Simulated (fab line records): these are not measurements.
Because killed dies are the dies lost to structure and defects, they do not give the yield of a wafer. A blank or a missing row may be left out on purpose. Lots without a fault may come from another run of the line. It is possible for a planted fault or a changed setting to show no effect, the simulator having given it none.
2 desks looking at one fault / flow gf180mcu / only its own numbers are on each desk; what lay behind them is given at the end

METROLOGY DESK
What the gauges read for every lot (on any tool): the sampled wafers with a number, averaged. A lot is out of limits, marked OUT, if its mean lies more than 4 standard deviations from the usual mean; the brackets give that distance. 7 of its 9 readings are shown, namely those furthest out on some lot.
Columns: A = V1_BOW at GF_V1_BOW_MEAS_05, usual 81 um; B = V1_OVL at GF_V1_OVL_MEAS_15, usual -4 nm; C = V1_W_THK at GF_V1_THK_MEAS_25, usual 354 nm; D = M2_ALCU_RS at GF_M2_RS_MEAS_05, usual 0.0695 ohm/sq; E = M2_ALCU_THK at GF_M2_THK_MEAS_06, usual 459 nm; F = cdNm at GF_M2_CD_MEAS_14, usual 280.0 nm; G = M2_OVL at GF_M2_OVL_MEAS_15, usual -2 nm
lot=L437; first seen here=day 19 08:54; A=73; B=-13; C=353; D=0.0680; E=471; F=280.6; G=-5
lot=L442; first seen here=day 21 00:38; A=77; B=-9; C=356; D=0.0716; E=449; F=280.9; G=-1
lot=L443; first seen here=day 21 05:37; A=78; B=0; C=356; D=0.0694; E=463; F=279.3; G=5
lot=L446; first seen here=day 22 10:21; A=83; B=-6; C=351; D=0.0691; E=462; F=281.6; G=0
lot=L451; first seen here=day 24 00:58; A=90; B=-3; C=355; D=0.0693; E=457; F=278.9; G=-9
lot=L455; first seen here=day 25 07:16; A=79; B=1; C=346; D=0.0682; E=466; F=279.9; G=1
Finding of this desk: none of the 6 lots has anything out of limits.

AT THE TOOL OWNER'S DESK: rieDiel-02
The tool's own readings at GF_V1_ETCH_16 (etches BARC in N2/H2): means of the sampled wafers that have a number, for each lot that ran on this tool. A lot is out of limits, marked OUT, if its mean lies more than 4 standard deviations from the usual mean; the brackets give that distance.
Columns: A = drypumpMotorCurrentA at GF_V1_ETCH_16, usual 5.7 A; B = oesProductAu at GF_V1_ETCH_16, usual 0.855 a.u.; C = throttleValvePct at GF_V1_ETCH_16, usual 13.225 %
lot=L443; first seen here=day 22 05:26; A=5.4; B=0.858; C=13.219
lot=L446; first seen here=day 23 09:45; A=5.6; B=0.855; C=13.219
lot=L455; first seen here=day 26 04:38; A=5.4; B=0.860; C=13.232
Finding of this desk: none of the 3 lots has anything out of limits.

TAKEN TOGETHER
Nothing out of limits was seen by the metrology desk.
The tool owner's desk saw nothing out of limits.

WHAT THE SIMULATOR HAD INSERTED
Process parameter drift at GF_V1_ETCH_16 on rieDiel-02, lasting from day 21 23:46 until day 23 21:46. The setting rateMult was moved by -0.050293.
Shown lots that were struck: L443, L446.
